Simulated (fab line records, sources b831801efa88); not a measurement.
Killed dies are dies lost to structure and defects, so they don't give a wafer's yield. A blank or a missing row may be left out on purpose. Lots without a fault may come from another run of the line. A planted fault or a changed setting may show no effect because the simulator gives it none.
fab line records | flow sky130
record lots=12 wafers=34 last_day=50
route steps=708 shown CAPM@539
lots that met no fault: from a run of the same line without faults
start_h: hours from the record's first day to the start of the lot's first wafer shown | wait_h: hours since the lot's step before | " the same as in the row above | L1.1+2: a row that stands for several wafers | - no value, or no start given | * or withheld: withheld | < > ~ a bound
route shown NAME@n: a module of which the file shows steps, and the number in the route of the first | usual: mean/standard deviation of fault-free wafers | same: alike in all rows | chamber/n: place in a boat | sites: the reading at each site | _std_site: their standard deviation | _edge_site: outer sites' mean less inner sites' | radius_mm: how far each site lies from the wafer's centre | mask NAME#n: copy n | behind: the tool/chamber that last shaped the wafer | hold: why the lot was held/for how many hours/how that ended | device: the transistor (n, p or np) that didn't switch | end of line: the same wafers' tests at the end of the route | a step without rows: its recipe alone | killed: dies lost to structure and defects at the first sort, not the wafer's yield | map: a wafer's dies, x killed, . not, _ none there
set.NAME: the setting as run; set.NAME@STEP: as run at that earlier step | model.NAME: the simulator's own value behind a step, which no gauge read
steps of the route over a sample of lots; a table a step, a row a wafer
services: from which hour (start_h, from the record's first day; less than 0 if before it) a tool's chamber was out of use, for how many hours, and why
## steps
# step SKY_CAPM_SPUTTER_02
# recipe material=TiN target_thk_nm=200 temp_c=300 power_w=6500 time_s=166.7 chamber_pressure_pa=0.4
# usual throttle_valve_pct=29.3/1
# columns lot.wafer tool chamber start_h wait_h throttle_valve_pct
L855.2 pvd_sputter-01 - 864.78 0.0 28.8
L855.3 " - " " 29.3
L855.6 " - " " 30.8
L856.3 pvd_sputter-01 - 876.53 0.0 29.0
L856.5 " - " " 29.3
L856.6 " - " " 29.3
L857.1 pvd_sputter-04 - 880.14 0.1 29.7
L857.2 " - " " 29.4
L857.4 " - " " 30.8
L858.2 pvd_sputter-01 - 882.95 0.0 29.1
L858.5 " - " " 28.7
L858.6 " - " " 29.1
L859.4 pvd_sputter-01 - 891.58 0.0 28.7
L859.5 " - " " 30.6
L859.6 " - " " 29.2
L860.1 pvd_sputter-01 - 912.08 0.1 30.7
L860.2 " - " " 29.2
L860.3 " - " " 29.4
L868.3 pvd_sputter-03 - 953.69 0.0 29.6
L868.4 " - " " 27.3
L869.3 pvd_sputter-03 - 956.42 0.0 27.3
L869.4 " - " " 29.3
L874.4 pvd_sputter-01 - 989.79 0.0 29.0
L874.5 " - " " 29.1
L874.6 " - " " 28.9
L875.3 pvd_sputter-01 - 993.57 0.0 29.3
L875.4 " - " " 29.1
L875.6 " - " " 28.6
L876.2 pvd_sputter-04 - 997.42 0.0 29.7
L876.4 " - " " 29.9
L876.6 " - " " 29.4
L877.1 pvd_sputter-01 - 1001.31 0.1 30.7
L877.2 " - " " 29.4
L877.4 " - " " 28.7
# step SKY_CAPM_RS_MEAS_03
# recipe thk_meas_gauge=four-point-probe reads=TiN_of_CAPM_SPUTTER_02
# usual CAPM_TIN_RS=6.89/0.058
# columns lot.wafer tool chamber start_h wait_h CAPM_TIN_RS[ohm/sq]
L855.2 film_metro-04 - 864.91 0.1 6.88
L855.3 " - " " 6.77
L855.6 " - " " 6.82
L856.3 film_metro-03 - 876.68 0.1 6.91
L856.5 " - " " 6.84
L856.6 " - " " 6.91
L857.1 film_metro-03 - 880.25 0.1 6.89
L857.2 " - " " 6.95
L857.4 " - " " 6.82
L858.2 film_metro-03 - 883.08 0.1 6.84
L858.5 " - " " 6.88
L858.6 " - " " 6.77
L859.4 film_metro-03 - 891.75 0.1 6.93
L859.5 " - " " 6.85
L859.6 " - " " 6.88
L860.1 film_metro-04 - 912.19 0.1 6.91
L860.2 " - " " 6.82
L860.3 " - " " 6.94
L868.3 film_metro-04 - 953.84 0.1 6.89
L868.4 " - " " 7.11
L869.3 film_metro-04 - 956.57 0.1 6.85
L869.4 " - " " 7.09
L874.4 film_metro-03 - 989.96 0.1 6.90
L874.5 " - " " 6.90
L874.6 " - " " 6.97
L875.3 film_metro-02 - 993.72 0.1 6.86
L875.4 " - " " 6.93
L875.6 " - " " 6.93
L876.2 film_metro-04 - 997.55 0.1 6.92
L876.4 " - " " 6.83
L876.6 " - " " 6.86
L877.1 film_metro-02 - 1001.42 0.1 6.80
L877.2 " - " " 6.90
L877.4 " - " " 6.93
# step SKY_CAPM_THK_MEAS_04
# recipe thk_meas_gauge=xrf reads=TiN_of_CAPM_SPUTTER_02
# usual CAPM_TIN_THK=200.6/1.8
# columns lot.wafer tool chamber start_h wait_h CAPM_TIN_THK[nm]
L855.2 film_metro-04 - 865.02 0.1 199.8
L855.3 " - " " 202.9
L855.6 " - " " 202.1
L856.3 film_metro-03 - 876.78 0.1 200.7
L856.5 " - " " 202.3
L856.6 " - " " 201.4
L857.1 film_metro-03 - 880.37 0.1 202.2
L857.2 " - " " 199.1
L857.4 " - " " 203.1
L858.2 film_metro-03 - 883.19 0.1 203.8
L858.5 " - " " 200.8
L858.6 " - " " 204.6
L859.4 film_metro-03 - 891.84 0.1 198.8
L859.5 " - " " 201.7
L859.6 " - " " 199.7
L860.1 film_metro-04 - 912.31 0.1 200.9
L860.2 " - " " 203.3
L860.3 " - " " 200.3
L868.3 film_metro-04 - 953.94 0.1 201.9
L868.4 " - " " 195.3
L869.3 film_metro-04 - 956.67 0.1 202.4
L869.4 " - " " 195.5
L874.4 film_metro-03 - 990.05 0.1 199.1
L874.5 " - " " 199.3
L874.6 " - " " 198.6
L875.3 film_metro-02 - 993.82 0.1 201.8
L875.4 " - " " 199.2
L875.6 " - " " 198.9
L876.2 film_metro-04 - 997.66 0.1 199.6
L876.4 " - " " 201.6
L876.6 " - " " 200.6
L877.1 film_metro-02 - 1001.54 0.1 203.0
L877.2 " - " " 200.7
L877.4 " - " " 199.6
# step SKY_CAPM_METAL_ETCH_13
# recipe target_depth_nm=220 stop_on=SiO2 chemistry=Cl2/BCl3 target=TiN pressure_mtorr=10 icp_w=900 bias_w=48.5 Cl2_flow_sccm=60 bcl3_flow_sccm=30 time_s=62.9
# usual drypump_motor_current_A=5.7/0.54 oes_product_au=0.942/0.0059 throttle_valve_pct=21.901/0.0096
# columns lot.wafer tool chamber start_h wait_h drypump_motor_current_A oes_product_au rf_hours_counter_h throttle_valve_pct
L855.2 rie_metal-01 0 890.32 0.0 5.5 0.946 - 21.896
L855.3 " 0 " " 5.5 0.950 - 21.901
L855.6 " 0 " " 5.5 0.945 - 21.905
L856.3 rie_metal-02 1 901.99 0.0 5.7 0.941 - 21.900
L856.5 " 1 " " 5.7 0.940 - 21.904
L856.6 " 0 " " 4.8 0.945 - 21.892
L857.1 rie_metal-01 0 905.10 0.0 5.5 0.945 5 21.912
L857.2 " 1 " " 6.6 0.939 0 21.906
L857.4 " 1 " " 6.6 0.949 - 21.896
L858.2 rie_metal-03 1 907.60 0.0 5.1 0.949 9 21.894
L858.5 " 1 " " 5.1 0.946 - 21.913
L858.6 " 0 " " 5.5 0.942 - 21.914
L859.4 rie_metal-01 0 917.54 0.0 5.4 0.940 - 21.894
L859.5 " 1 " " 6.6 0.944 - 21.892
L859.6 " 0 " " 5.4 0.939 - 21.920
L860.1 rie_metal-03 0 936.12 0.0 5.6 0.939 6 21.910
L860.2 " 1 " " 5.1 0.943 10 21.912
L860.3 " 0 " " 5.6 0.933 - 21.901
L868.3 rie_metal-02 1 977.57 0.1 5.7 0.937 - 21.898
L868.4 " 1 " " 5.7 0.914 - 21.926
L869.3 rie_metal-03 0 979.64 0.0 5.5 0.947 - 21.907
L869.4 " 1 " " 5.1 0.922 - 21.911
L874.4 rie_metal-03 0 1013.24 0.0 5.6 0.947 - 21.902
L874.5 " 1 " " 5.1 0.948 - 21.899
L874.6 " 0 " " 5.5 0.944 - 21.916
L875.3 rie_metal-02 0 1016.64 0.0 4.8 0.949 - 21.890
L875.4 " 1 " " 5.7 0.933 - 21.912
L875.6 " 1 " " 5.7 0.936 - 21.887
L876.2 rie_metal-03 1 1020.67 0.0 5.1 0.936 15 21.885
L876.4 " 1 " " 5.1 0.942 - 21.889
L876.6 " 1 " " 5.1 0.950 - 21.895
L877.1 rie_metal-01 0 1023.82 0.0 5.5 0.949 11 21.907
L877.2 " 1 " " 6.6 0.944 6 21.894
L877.4 " 0 " " 5.5 0.934 - 21.899
## services
# columns tool chamber start_h hours kind
pvd_sputter-03 - 849.59 5.9 repair
pvd_sputter-01 - 856.72 1.9 repair
rie_metal-01 1 884.01 - clean
rie_metal-01 1 884.01 16.7 scheduled_down
rie_metal-01 1 884.01 16.7 vent_cycle
rie_metal-02 - 937.76 2.8 pm
rie_metal-01 - 948.34 1.4 pm
rie_metal-02 0 962.56 - clean
rie_metal-02 0 962.56 23.4 scheduled_down
rie_metal-02 0 962.56 23.4 vent_cycle
## key
first_sign step=SKY_CAPM_RS_MEAS_03 reading=CAPM_TIN_RS direction=up sigmas=3.5 usual=6.89 struck=7.10
effect step=SKY_CAPM_THK_MEAS_04 reading=CAPM_TIN_THK direction=down sigmas=2.8 usual=200.6 struck=195.4
effect step=SKY_CAPM_METAL_ETCH_13 reading=oes_product_au direction=down sigmas=4.1 usual=0.942 struck=0.918
met_at SKY_CAPM_SPUTTER_02
struck_lots L868,L869
struck_wafers L868.4,L869.4
fault kind=process_parameter_drift tool=pvd_sputter-03 chamber=- onset_h=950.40 steps=SKY_CAPM_SPUTTER_02 channel=time_s offset=* shape=step end_h=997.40 scope=struck_wafers_only acts_in=* stated=*
